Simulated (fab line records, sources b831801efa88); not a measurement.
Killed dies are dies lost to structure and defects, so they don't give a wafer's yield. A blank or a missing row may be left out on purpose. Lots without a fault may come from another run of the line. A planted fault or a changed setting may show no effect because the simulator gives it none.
fab line records | flow sky130
record lots=24 wafers=72 last_day=50
route steps=708 shown FIELD_ISO@28 SONOS_ONO@183 VIA1@472 METAL2@488
lots that met no fault: from a run of the same line without faults
start_h: hours from the record's first day to the start of the lot's first wafer shown | wait_h: hours since the lot's step before | " the same as in the row above | L1.1+2: a row that stands for several wafers | - no value, or no start given | * or withheld: withheld | < > ~ a bound
route shown NAME@n: a module of which the file shows steps, and the number in the route of the first | usual: mean/standard deviation of fault-free wafers | same: alike in all rows | chamber/n: place in a boat | sites: the reading at each site | _std_site: their standard deviation | _edge_site: outer sites' mean less inner sites' | radius_mm: how far each site lies from the wafer's centre | mask NAME#n: copy n | behind: the tool/chamber that last shaped the wafer | hold: why the lot was held/for how many hours/how that ended | device: the transistor (n, p or np) that didn't switch | end of line: the same wafers' tests at the end of the route | a step without rows: its recipe alone | killed: dies lost to structure and defects at the first sort, not the wafer's yield | map: a wafer's dies, x killed, . not, _ none there
set.NAME: the setting as run; set.NAME@STEP: as run at that earlier step | model.NAME: the simulator's own value behind a step, which no gauge read
steps of the route over a sample of lots; a table a step, a row a wafer
services: from which hour (start_h, from the record's first day; less than 0 if before it) a tool's chamber was out of use, for how many hours, and why
## steps
# step SKY_FIELD_ISO_CMP_27
# recipe stop_on=Si3N4 t_overpolish_s=16 down_force_psi=4 platen_rpm=60 target_thk_nm=457.8 pad_velocity_m_s=0.94248
# usual head_pressure_psi=4.001/0.0085 motor_current_A=12.6/1.7 overpolish_run_s=16.000/0.0082 slurry_flow_ml_min=150.0/0.47 time_to_endpoint_s=111/5.9
# columns lot.wafer tool chamber start_h wait_h head_pressure_psi motor_current_A overpolish_run_s slurry_flow_ml_min time_to_endpoint_s
L074.1 cmp-02 3 35.72 0.0 3.995 15.0 15.987 149.4 119
L074.3 " 1 " " 4.000 11.4 16.002 151.1 127
L074.5 " 0 " " 3.991 11.5 15.994 149.8 114
L075.2 cmp-01 2 37.60 0.1 3.993 14.4 16.014 149.3 115
L075.3 " 3 " " 3.994 9.9 16.002 149.9 108
L075.5 " 1 " " 4.018 13.4 16.002 150.6 110
L076.2 cmp-02 2 44.26 0.1 4.019 13.4 15.998 150.2 112
L076.6 " 3 " " 4.004 15.5 15.983 149.9 118
L076.5 " 0 " " 3.977 11.7 15.985 150.1 111
L077.1 cmp-02 0 49.27 0.0 3.995 10.9 15.986 150.5 112
L077.4 " 2 " " 4.008 13.4 15.988 148.6 112
L077.6 " 1 " " 4.012 11.7 16.008 149.9 118
L078.1 cmp-02 1 55.91 0.0 3.996 12.2 16.003 150.3 121
L078.4 " 2 " " 3.998 13.8 16.011 149.9 120
L078.6 " 2 " " 4.000 14.0 16.003 150.5 113
L079.2 cmp-02 1 58.05 0.1 3.996 10.8 16.002 150.8 125
L079.4 " 2 " " 4.015 13.3 16.003 149.5 118
L079.5 " 3 " " 4.007 15.3 15.992 149.7 119
L080.3 cmp-01 3 64.96 0.0 3.995 9.8 16.009 149.5 107
L080.2 " 0 " " 4.009 11.8 15.994 150.0 107
L080.5 " 0 " " 3.999 11.9 15.996 149.6 100
L081.1 cmp-02 2 70.89 0.0 4.020 13.5 16.021 149.3 114
L081.3 " 3 " " 3.997 14.6 16.008 149.4 115
L081.6 " 3 " " 4.006 15.1 16.012 149.0 117
L082.1 cmp-02 0 77.30 0.0 4.005 11.4 15.996 149.9 110
L082.2 " 2 " " 4.005 13.5 16.003 150.2 105
L082.5 " 1 " " 3.985 11.7 16.011 150.7 115
L083.3 cmp-02 1 81.68 0.0 3.984 11.8 16.003 150.6 120
L083.2 " 3 " " 3.996 15.1 15.993 149.4 113
L083.5 " 2 " " 4.004 13.7 15.997 149.0 107
L084.1 cmp-02 0 84.79 0.0 4.007 11.3 16.002 150.0 108
L084.2 " 3 " " 3.995 14.3 16.004 150.1 118
L084.5 " 0 " " 4.001 11.3 15.995 149.6 105
L085.2 cmp-01 0 89.57 0.1 3.988 11.4 15.978 149.8 108
L085.3 " 2 " " 4.003 14.0 16.005 150.4 115
L085.6 " 3 " " 3.993 9.6 15.998 150.8 104
L086.3 cmp-02 2 96.25 0.0 4.006 13.5 16.006 150.4 110
L086.2 " 1 " " 4.002 11.6 15.990 150.3 117
L086.5 " 2 " " 4.012 14.4 15.992 150.1 107
L087.1 cmp-01 2 101.77 0.1 3.989 13.9 16.009 150.0 112
L087.2 " 3 " " 3.998 9.5 16.013 150.8 110
L087.3 " 0 " " 4.009 11.2 16.001 150.5 107
L088.2 cmp-02 1 108.91 0.1 3.993 11.2 16.004 149.8 120
L088.1 " 2 " " 3.988 13.7 16.006 149.8 109
L088.6 " 1 " " 3.990 11.5 15.997 150.2 117
L089.2 cmp-01 1 112.92 0.0 4.005 13.3 15.997 149.8 110
L089.1 " 3 " " 3.996 10.1 16.000 149.7 103
L089.4 " 0 " " 3.992 12.1 16.002 149.9 107
L090.3 cmp-01 2 115.76 0.2 4.003 13.8 15.987 150.1 105
L090.5 " 3 " " 4.004 9.8 16.004 150.0 100
L090.6 " 0 " " 4.003 12.0 16.005 150.7 102
L091.3 cmp-02 2 121.46 0.1 4.009 13.3 16.011 149.8 105
L091.4 " 3 " " 4.004 14.7 16.009 150.2 112
L091.6 " 2 " " 3.997 14.1 16.019 150.1 107
L092.3 cmp-02 3 127.03 0.0 4.006 14.7 15.998 150.1 113
L092.2 " 2 " " 3.997 13.3 16.005 149.7 110
L092.6 " 3 " " 3.989 15.6 15.994 149.3 111
L093.1 cmp-01 0 132.34 0.0 4.005 12.1 15.997 150.6 105
L093.2 " 2 " " 3.983 13.6 15.999 150.5 112
L093.5 " 0 " " 4.001 11.6 16.017 150.1 101
L094.4 cmp-01 3 137.31 0.9 3.981 9.3 16.013 150.0 105
L094.3 " 1 " " 4.014 13.9 16.010 148.7 112
L094.2 " 2 " " 3.993 13.6 16.006 149.7 111
L095.1 cmp-02 1 144.56 0.0 4.005 11.8 16.015 149.6 116
L095.3 " 3 " " 3.994 14.9 16.003 150.7 110
L095.5 " 2 " " 3.990 14.0 15.999 150.1 103
L096.3 cmp-02 0 146.65 0.0 4.004 10.8 15.997 150.4 105
L096.4 " 2 " " 4.001 13.0 16.005 149.6 105
L096.1 " 3 " " 4.000 14.5 15.997 149.3 113
L097.4 cmp-02 3 153.60 0.0 4.003 15.3 15.996 150.0 113
L097.2 " 2 " " 3.997 13.4 15.999 150.1 110
L097.5 " 0 " " 4.004 10.5 16.010 150.4 106
# step SKY_SONOS_ONO_ETCH_15
# recipe target_depth_nm=19.52 chemistry=CHF3/O2 source_w=600 bias_w=200 pressure_mtorr=40 chf3_flow_sccm=50 O2_flow_sccm=5 time_s=7.8
# usual drypump_motor_current_A=5.7/0.45 oes_product_au=1.002/0.014 throttle_valve_pct=8.824/0.01
# columns lot.wafer tool chamber start_h wait_h drypump_motor_current_A oes_product_au rf_hours_counter_h throttle_valve_pct
L074.1 rie_diel-04 3 278.49 0.0 5.0 1.015 4 8.832
L074.3 " 1 " " 5.6 1.007 4 8.834
L074.5 " 1 " " 5.6 1.000 - 8.832
L075.2 rie_diel-01 3 280.23 0.0 5.3 0.995 5 8.803
L075.3 " 2 " " 5.0 1.008 48 8.825
L075.5 " 1 " " 6.1 1.001 - 8.824
L077.1 rie_diel-01 0 298.58 0.0 5.9 0.996 0 8.810
L077.4 " 0 " " 5.8 0.997 - 8.829
L077.6 " 2 " " 5.0 1.007 - 8.836
L076.2 rie_diel-04 1 298.69 0.0 5.6 0.991 5 8.824
L076.5 " 1 " " 5.6 0.995 - 8.838
L076.6 " 2 " " 6.0 1.015 - 8.824
L078.1 rie_diel-01 1 307.94 0.0 6.1 0.998 74 8.812
L078.4 " 3 " " 5.2 0.999 - 8.831
L078.6 " 0 " " 5.8 1.002 - 8.838
L079.2 rie_diel-04 2 318.30 0.0 5.9 1.019 47 8.828
L079.4 " 1 " " 5.6 0.991 5 8.831
L079.5 " 0 " " 5.3 0.991 - 8.813
L080.2 rie_diel-01 3 324.14 0.0 5.3 0.987 6 8.841
L080.3 " 0 " " 5.8 1.014 1 8.827
L080.5 " 0 " " 5.8 1.004 - 8.808
L081.1 rie_diel-04 1 330.68 0.0 5.6 1.000 5 8.817
L081.3 " 2 " " 6.0 1.036 48 8.852
L081.6 " 1 " " 5.6 0.996 - 8.817
L083.2 rie_diel-01 1 349.84 0.0 6.1 0.993 75 8.815
L083.3 " 2 " " 5.0 1.001 48 8.834
L083.5 " 2 " " 5.0 0.999 - 8.830
L082.1 rie_diel-03 3 350.08 0.0 6.0 1.000 39 8.843
L082.2 " 2 " " 6.2 0.993 3 8.818
L082.5 " 2 " " 6.2 0.993 - 8.828
L084.1 rie_diel-03 1 354.74 0.0 6.3 0.999 30 8.828
L084.2 " 2 " " 6.2 0.981 3 8.817
L084.5 " 0 " " 6.2 0.986 - 8.819
L085.2 rie_diel-04 0 355.43 0.0 5.3 1.001 13 8.830
L085.3 " 2 " " 6.0 1.028 48 8.831
L085.6 " 1 " " 5.6 1.000 - 8.829
L086.2 rie_diel-03 1 375.18 0.0 6.3 1.003 31 8.806
L086.3 " 0 " " 6.2 0.983 22 8.827
L086.5 " 3 " " 6.0 1.016 - 8.832
L087.1 rie_diel-01 0 377.43 0.0 5.8 1.005 2 8.827
L087.2 " 1 " " 6.1 0.982 75 8.802
L087.3 " 2 " " 5.0 1.003 49 8.826
L088.1 rie_diel-01 3 391.73 0.0 5.2 0.994 8 8.812
L088.2 " 2 " " 5.0 1.002 49 8.825
L088.6 " 2 " " 5.0 0.992 - 8.828
L089.1 rie_diel-03 3 407.23 0.0 6.0 1.008 40 8.817
L089.2 " 0 " " 6.3 0.983 23 8.823
L089.4 " 2 " " 6.2 0.974 4 8.834
L090.3 rie_diel-04 0 407.53 0.0 5.3 1.009 14 8.821
L090.5 " 2 " " 6.0 1.026 - 8.836
L090.6 " 3 " " 5.0 1.024 - 8.838
L091.3 rie_diel-03 1 411.98 0.0 6.4 0.987 31 8.819
L091.4 " 0 " " 6.2 0.983 23 8.786
L091.6 " 2 " " 6.2 0.994 - 8.837
L092.2 rie_diel-01 2 419.33 0.0 5.0 0.995 49 8.832
L092.3 " 1 " " 6.1 0.986 76 8.825
L092.6 " 0 " " 5.8 1.006 - 8.840
L093.1 rie_diel-04 1 431.73 0.0 5.6 0.997 7 8.816
L093.2 " 3 " " 5.0 1.017 7 8.832
L093.5 " 1 " " 5.6 0.985 - 8.809
L094.2 rie_diel-03 0 435.63 0.0 6.2 0.984 23 8.829
L094.3 " 3 " " 6.0 1.017 40 8.828
L094.4 " 1 " " 6.3 1.003 32 8.816
L095.1 rie_diel-04 3 446.53 0.0 5.0 1.026 7 8.840
L095.3 " 2 " " 6.0 1.031 49 8.845
L095.5 " 3 " " 5.0 1.015 - 8.827
L096.1 rie_diel-03 1 459.19 0.0 6.3 0.999 32 8.830
L096.3 " 2 " " 6.2 1.000 6 8.816
L096.4 " 3 " " 5.9 1.012 41 8.841
L097.2 rie_diel-04 1 465.33 0.0 5.6 1.004 8 8.813
L097.4 " 0 " " 5.3 1.002 - 8.835
L097.5 " 2 " " 5.9 1.038 - 8.836
# step SKY_VIA1_ETCH_14
# recipe chemistry=N2/H2 target=BARC ion_energy_ev=200 source_w=500 bias_w=100 pressure_mtorr=30 n2_flow_sccm=100 h2_flow_sccm=200 stop_on=SiO2 time_s=45.9 target_depth_a=600
# usual drypump_motor_current_A=5.7/0.42 oes_product_au=0.854/0.004 throttle_valve_pct=13.224/0.0091
# columns lot.wafer tool chamber start_h wait_h drypump_motor_current_A oes_product_au rf_hours_counter_h throttle_valve_pct
L074.1 rie_diel-01 0 790.28 0.0 5.8 0.857 9 13.220
L074.3 " 2 " " 5.0 0.849 2 13.217
L074.5 " 0 " " 5.8 0.856 - 13.226
L075.2 rie_diel-01 1 792.78 0.0 6.1 0.852 4 13.220
L075.3 " 0 " " 5.9 0.863 9 13.244
L075.5 " 1 " " 6.2 0.851 - 13.214
L076.2 rie_diel-02 0 806.74 0.0 5.5 0.857 12 13.238
L076.5 " 2 " " 5.8 0.859 - 13.224
L076.6 " 3 " " 6.0 0.854 - 13.233
L077.1 rie_diel-03 0 807.82 0.0 6.2 0.851 32 13.231
L077.4 " 0 " " 6.2 0.857 - 13.219
L077.6 " 0 " " 6.2 0.858 - 13.212
L078.1 rie_diel-01 1 819.63 0.0 6.1 0.853 4 13.224
L078.4 " 2 " " 5.0 0.856 2 13.213
L078.6 " 0 " " 5.9 0.846 - 13.226
L079.2 rie_diel-03 1 830.68 0.0 6.3 0.866 1 13.227
L079.4 " 3 " " 6.0 0.861 - 13.218
L079.5 " 1 " " 6.3 0.853 - 13.213
L080.2 rie_diel-01 2 838.07 0.0 5.0 0.856 3 13.246
L080.3 " 1 " " 6.1 0.852 5 13.237
L080.5 " 2 " " 5.0 0.846 - 13.215
L081.1 rie_diel-01 1 840.93 0.0 6.1 0.857 5 13.230
L081.3 " 0 " " 5.8 0.848 10 13.237
L081.6 " 2 " " 5.1 0.861 - 13.221
L083.2 rie_diel-01 3 873.94 0.0 5.3 0.853 16 13.211
L083.3 " 2 " " 5.0 0.855 3 13.216
L083.5 " 3 " " 5.2 0.855 - 13.229
L082.1 rie_diel-02 2 874.89 0.0 5.8 0.854 7 13.231
L082.2 " 1 " " 5.7 0.853 24 13.225
L082.5 " 1 " " 5.7 0.858 - 13.224
L085.2 rie_diel-02 0 876.19 0.0 5.5 0.856 15 13.219
L085.3 " 1 " " 5.7 0.851 24 13.201
L085.6 " 1 " " 5.7 0.851 - 13.218
L084.1 rie_diel-01 1 877.07 0.0 6.2 0.861 6 13.233
L084.2 " 3 " " 5.3 0.859 16 13.232
L084.5 " 0 " " 5.8 0.851 - 13.221
L086.2 rie_diel-03 1 881.59 0.0 6.3 0.852 3 13.209
L086.3 " 3 " " 6.0 0.849 5 13.221
L086.5 " 0 " " 6.2 0.857 - 13.224
L087.1 rie_diel-02 2 888.49 0.0 5.8 0.856 8 13.226
L087.2 " 1 " " 5.7 0.856 25 13.224
L087.3 " 0 " " 5.5 0.854 15 13.232
L088.1 rie_diel-01 3 899.32 0.0 5.3 0.861 16 13.229
L088.2 " 0 " " 5.8 0.860 12 13.218
L088.6 " 1 " " 6.2 0.854 - 13.218
L089.1 rie_diel-02 3 909.54 0.0 6.0 0.855 7 13.225
L089.2 " 1 " " 5.7 0.850 25 13.224
L089.4 " 0 " " 5.4 0.852 16 13.227
L090.3 rie_diel-01 0 909.89 0.0 5.9 0.853 12 13.221
L090.5 " 3 " " 5.3 0.856 - 13.212
L090.6 " 2 " " 5.0 0.856 - 13.216
L092.2 rie_diel-02 0 919.98 0.0 5.5 0.849 16 13.231
L092.3 " 3 " " 6.0 0.845 7 13.223
L092.6 " 3 " " 6.0 0.856 - 13.237
L091.3 rie_diel-01 1 920.64 0.0 6.1 0.852 7 13.200
L091.4 " 2 " " 5.0 0.846 5 13.236
L091.6 " 1 " " 6.1 0.847 - 13.230
L093.1 rie_diel-01 2 927.54 0.0 5.0 0.849 5 13.225
L093.2 " 0 " " 5.8 0.857 12 13.204
L093.5 " 3 " " 5.2 0.855 - 13.238
L094.2 rie_diel-01 2 931.19 0.0 5.0 0.856 5 13.220
L094.3 " 3 " " 5.3 0.854 17 13.214
L094.4 " 0 " " 5.8 0.850 13 13.232
L095.1 rie_diel-01 3 938.28 0.0 5.3 0.856 18 13.215
L095.3 " 2 " " 5.0 0.857 5 13.223
L095.5 " 1 " " 6.1 0.857 - 13.244
L096.1 rie_diel-01 0 949.77 0.0 5.8 0.856 13 13.223
L096.3 " 2 " " 5.1 0.853 6 13.230
L096.4 " 1 " " 6.2 0.856 8 13.209
L097.2 rie_diel-03 2 951.92 0.0 6.3 0.861 17 13.221
L097.4 " 1 " " 6.3 0.858 5 13.235
L097.5 " 1 " " 6.3 0.860 - 13.224
# step SKY_VIA1_RS_MEAS_22
# recipe thk_meas_gauge=four-point-probe reads=W_of_VIA1_CVD_21+TiN_of_VIA1_SPUTTER_20
# usual VIA1_W_RS=0.423/0.0082
# columns lot.wafer tool chamber start_h wait_h VIA1_W_RS[ohm/sq]
L074.1 film_metro-04 - 791.61 0.1 0.429
L074.3 " - " " 0.435
L074.5 " - " " 0.426
L075.2 film_metro-04 - 793.68 0.1 0.413
L075.3 " - " " 0.413
L075.5 " - " " 0.412
L076.2 film_metro-04 - 807.59 0.1 0.419
L076.5 " - " " 0.416
L076.6 " - " " 0.422
L077.1 film_metro-04 - 808.73 0.1 0.432
L077.4 " - " " 0.426
L077.6 " - " " 0.421
L078.1 film_metro-04 - 820.48 0.1 0.428
L078.4 " - " " 0.428
L078.6 " - " " 0.431
L079.2 film_metro-03 - 831.54 0.1 0.432
L079.4 " - " " 0.437
L079.5 " - " " 0.436
L080.2 film_metro-01 - 838.93 0.1 0.444
L080.3 " - " " 0.436
L080.5 " - " " 0.439
L081.1 film_metro-04 - 841.80 0.1 0.437
L081.3 " - " " 0.433
L081.6 " - " " 0.428
L083.2 film_metro-04 - 874.79 0.1 0.434
L083.3 " - " " 0.429
L083.5 " - " " 0.428
L082.1 film_metro-04 - 875.72 0.1 0.413
L082.2 " - " " 0.416
L082.5 " - " " 0.410
L085.2 film_metro-01 - 877.04 0.1 0.428
L085.3 " - " " 0.434
L085.6 " - " " 0.434
L084.1 film_metro-01 - 877.91 0.1 0.411
L084.2 " - " " 0.419
L084.5 " - " " 0.421
L086.2 film_metro-03 - 882.44 0.1 0.434
L086.3 " - " " 0.428
L086.5 " - " " 0.433
L087.1 film_metro-01 - 889.35 0.1 0.416
L087.2 " - " " 0.415
L087.3 " - " " 0.411
L088.1 film_metro-04 - 900.16 0.1 0.427
L088.2 " - " " 0.431
L088.6 " - " " 0.432
L089.1 film_metro-01 - 910.41 0.1 0.412
L089.2 " - " " 0.419
L089.4 " - " " 0.416
L090.3 film_metro-04 - 910.77 0.1 0.416
L090.5 " - " " 0.410
L090.6 " - " " 0.417
L092.2 film_metro-03 - 920.84 0.1 0.416
L092.3 " - " " 0.422
L092.6 " - " " 0.421
L091.3 film_metro-01 - 921.51 0.1 0.417
L091.4 " - " " 0.422
L091.6 " - " " 0.418
L093.1 film_metro-03 - 928.37 0.1 0.413
L093.2 " - " " 0.415
L093.5 " - " " 0.409
L094.2 film_metro-01 - 932.04 0.1 0.418
L094.3 " - " " 0.420
L094.4 " - " " 0.422
L095.1 film_metro-04 - 939.16 0.1 0.425
L095.3 " - " " 0.419
L095.5 " - " " 0.424
L096.1 film_metro-01 - 950.61 0.1 0.417
L096.3 " - " " 0.421
L096.4 " - " " 0.421
L097.2 film_metro-04 - 952.78 0.1 0.417
L097.4 " - " " 0.415
L097.5 " - " " 0.416
# step SKY_METAL2_RS_MEAS_05
# recipe thk_meas_gauge=four-point-probe reads=TiN_of_METAL2_SPUTTER_04+Ti_of_METAL2_SPUTTER_03+AlCu_of_METAL2_SPUTTER_02+TiN_of_METAL2_SPUTTER_01+Ti_of_METAL2_SPUTTER_00
# usual METAL2_ALCU_RS=0.1274/0.002
# columns lot.wafer tool chamber start_h wait_h METAL2_ALCU_RS[ohm/sq]
L074.1 film_metro-02 - 792.23 0.0 0.1279
L074.3 " - " " 0.1236
L074.5 " - " " 0.1284
L075.2 film_metro-03 - 794.30 0.0 0.1279
L075.3 " - " " 0.1301
L075.5 " - " " 0.1282
L076.2 film_metro-02 - 808.21 0.0 0.1291
L076.5 " - " " 0.1285
L076.6 " - " " 0.1240
L077.1 film_metro-02 - 809.35 0.0 0.1323
L077.4 " - " " 0.1300
L077.6 " - " " 0.1297
L078.1 film_metro-04 - 821.10 0.0 0.1263
L078.4 " - " " 0.1270
L078.6 " - " " 0.1256
L079.2 film_metro-02 - 832.16 0.0 0.1265
L079.4 " - " " 0.1274
L079.5 " - " " 0.1258
L080.2 film_metro-03 - 839.55 0.0 0.1271
L080.3 " - " " 0.1263
L080.5 " - " " 0.1279
L081.1 film_metro-04 - 842.42 0.0 0.1264
L081.3 " - " " 0.1226
L081.6 " - " " 0.1270
L083.2 film_metro-02 - 875.41 0.0 0.1282
L083.3 " - " " 0.1277
L083.5 " - " " 0.1271
L082.1 film_metro-02 - 876.34 0.0 0.1296
L082.2 " - " " 0.1310
L082.5 " - " " 0.1285
L085.2 film_metro-02 - 877.66 0.0 0.1287
L085.3 " - " " 0.1261
L085.6 " - " " 0.1260
L084.1 film_metro-04 - 878.53 0.0 0.1264
L084.2 " - " " 0.1270
L084.5 " - " " 0.1261
L086.2 film_metro-04 - 883.06 0.0 0.1277
L086.3 " - " " 0.1292
L086.5 " - " " 0.1267
L087.1 film_metro-02 - 889.97 0.0 0.1251
L087.2 " - " " 0.1273
L087.3 " - " " 0.1258
L088.1 film_metro-02 - 900.78 0.0 0.1305
L088.2 " - " " 0.1310
L088.6 " - " " 0.1275
L089.1 film_metro-03 - 911.10 0.0 0.1285
L089.2 " - " " 0.1300
L089.4 " - " " 0.1316
L090.3 film_metro-04 - 911.39 0.1 0.1251
L090.5 " - " " 0.1293
L090.6 " - " " 0.1285
L092.2 film_metro-04 - 921.46 0.0 0.1310
L092.3 " - " " 0.1264
L092.6 " - " " 0.1263
L091.3 film_metro-03 - 922.13 0.1 0.1256
L091.4 " - " " 0.1269
L091.6 " - " " 0.1282
L093.1 film_metro-03 - 928.99 0.0 0.1297
L093.2 " - " " 0.1287
L093.5 " - " " 0.1301
L094.2 film_metro-04 - 932.66 0.0 0.1265
L094.3 " - " " 0.1231
L094.4 " - " " 0.1246
L095.1 film_metro-03 - 939.83 0.0 0.1286
L095.3 " - " " 0.1270
L095.5 " - " " 0.1259
L096.1 film_metro-03 - 951.23 0.0 0.1244
L096.3 " - " " 0.1294
L096.4 " - " " 0.1271
L097.2 film_metro-04 - 953.40 0.0 0.1234
L097.4 " - " " 0.1256
L097.5 " - " " 0.1255
# step SKY_METAL2_THK_MEAS_06
# recipe thk_meas_gauge=xrf reads=AlCu_of_METAL2_SPUTTER_02
# usual METAL2_ALCU_THK=249/3.9
# columns lot.wafer tool chamber start_h wait_h METAL2_ALCU_THK[nm]
L074.1 film_metro-02 - 792.35 0.1 248
L074.3 " - " " 257
L074.5 " - " " 247
L075.2 film_metro-03 - 794.41 0.1 247
L075.3 " - " " 242
L075.5 " - " " 246
L076.2 film_metro-02 - 808.32 0.1 246
L076.5 " - " " 248
L076.6 " - " " 256
L077.1 film_metro-02 - 809.47 0.1 243
L077.4 " - " " 245
L077.6 " - " " 247
L078.1 film_metro-04 - 821.22 0.1 250
L078.4 " - " " 250
L078.6 " - " " 255
L079.2 film_metro-02 - 832.27 0.1 251
L079.4 " - " " 251
L079.5 " - " " 252
L080.2 film_metro-03 - 839.66 0.1 247
L080.3 " - " " 248
L080.5 " - " " 247
L081.1 film_metro-04 - 842.54 0.1 250
L081.3 " - " " 257
L081.6 " - " " 249
L083.2 film_metro-02 - 875.52 0.1 248
L083.3 " - " " 247
L083.5 " - " " 248
L082.1 film_metro-02 - 876.46 0.1 244
L082.2 " - " " 242
L082.5 " - " " 248
L085.2 film_metro-02 - 877.77 0.1 246
L085.3 " - " " 250
L085.6 " - " " 252
L084.1 film_metro-04 - 878.65 0.1 249
L084.2 " - " " 247
L084.5 " - " " 249
L086.2 film_metro-04 - 883.17 0.1 247
L086.3 " - " " 245
L086.5 " - " " 249
L087.1 film_metro-02 - 890.09 0.1 255
L087.2 " - " " 249
L087.3 " - " " 252
L088.1 film_metro-02 - 900.90 0.1 244
L088.2 " - " " 244
L088.6 " - " " 250
L089.1 film_metro-03 - 911.22 0.1 247
L089.2 " - " " 244
L089.4 " - " " 240
L090.3 film_metro-04 - 911.49 0.1 253
L090.5 " - " " 246
L090.6 " - " " 246
L092.2 film_metro-04 - 921.57 0.1 242
L092.3 " - " " 251
L092.6 " - " " 251
L091.3 film_metro-03 - 922.23 0.1 252
L091.4 " - " " 248
L091.6 " - " " 248
L093.1 film_metro-03 - 929.11 0.1 245
L093.2 " - " " 247
L093.5 " - " " 246
L094.2 film_metro-04 - 932.77 0.1 250
L094.3 " - " " 256
L094.4 " - " " 254
L095.1 film_metro-03 - 939.95 0.1 245
L095.3 " - " " 251
L095.5 " - " " 251
L096.1 film_metro-03 - 951.35 0.1 253
L096.3 " - " " 245
L096.4 " - " " 248
L097.2 film_metro-04 - 953.51 0.1 256
L097.4 " - " " 252
L097.5 " - " " 252
## services
# columns tool chamber start_h hours kind
rie_diel-01 1 17.23 3.8 repair
rie_diel-01 - 23.03 0.1 repair
cmp-02 - 24.62 0.5 repair
rie_diel-01 1 37.88 4.6 repair
rie_diel-01 - 60.41 0.2 repair
cmp-02 - 64.00 4.0 pm
rie_diel-01 - 71.15 1.9 repair
rie_diel-01 1 73.53 6.4 repair
cmp-02 - 111.24 5.8 pm
cmp-02 - 135.52 1.9 repair
rie_diel-01 0 162.15 2.5 repair
cmp-02 - 207.14 0.9 repair
rie_diel-01 0 237.66 4.5 repair
rie_diel-01 - 245.23 4.3 pm
rie_diel-01 1 296.77 8.1 repair
rie_diel-01 2 300.09 43.9 repair
rie_diel-01 - 433.95 2.6 repair
rie_diel-01 - 757.49 0.4 repair
rie_diel-01 - 778.39 1.7 repair
rie_diel-01 1 842.13 5.8 repair
rie_diel-01 2 847.86 9.0 repair
rie_diel-01 3 858.14 7.4 repair
rie_diel-01 1 871.64 2.4 repair
rie_diel-01 2 951.73 6.9 repair
## key
fault none
